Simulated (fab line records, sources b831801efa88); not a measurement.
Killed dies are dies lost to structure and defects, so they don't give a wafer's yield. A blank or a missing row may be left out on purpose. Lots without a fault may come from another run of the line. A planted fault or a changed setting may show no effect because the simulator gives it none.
Chamber matching | flow gf180mcu | GF_V4_CVD_02 on pecvd-01: 3 sister chambers
The step deposits SiO2 from TEOS, target thk 850 nm, time 94.851 s. 3 wafers are shown with their chamber, then 8 later ones without.

WAFERS WITH THEIR CHAMBER
wafer  | chamber | heater_power_w (W)
L090.2 | 1       | 709
L090.5 | 2       | 849
L092.2 | 0       | 798

WAFERS WITHOUT THEIR CHAMBER
wafer  | heater_power_w (W)
L092.3 | 858
L092.6 | 865
L096.2 | 751
L096.4 | 906
L096.5 | 812
L097.2 | 823
L097.4 | 839
L097.5 | 726

WHICH CHAMBER EACH WENT THROUGH
wafer  | from the rows above          | in truth
L092.3 | can't be placed: 2 or 0      | 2
L092.6 | can't be placed: 2 or 0      | 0
L096.2 | can't be placed: 1 or 0 or 2 | 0
L096.4 | can't be placed: 2 or 0      | 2
L096.5 | can't be placed: 0 or 2      | 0
L097.2 | can't be placed: 0 or 2      | 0
L097.4 | can't be placed: 2 or 0      | 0
L097.5 | can't be placed: 1 or 0      | 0
Placed correctly: 0 of 8. Can't be placed from these rows: 8 (the true chamber is among the candidates in 8). Placed wrongly: 0.
How it was worked out, from the rows above alone: a wafer's distance from a chamber is the root of the sum, over the readings, of the square of ((its reading less the chamber's mean) divided by the reading's scatter). The wafer belongs to the nearest chamber; if the next one is less than 2 further off, it can't be placed. A chamber's mean is the mean of its shown wafers. The scatter: with one shown wafer a chamber, the root of the mean of the squares of how far each hidden wafer lies from its nearest shown one.
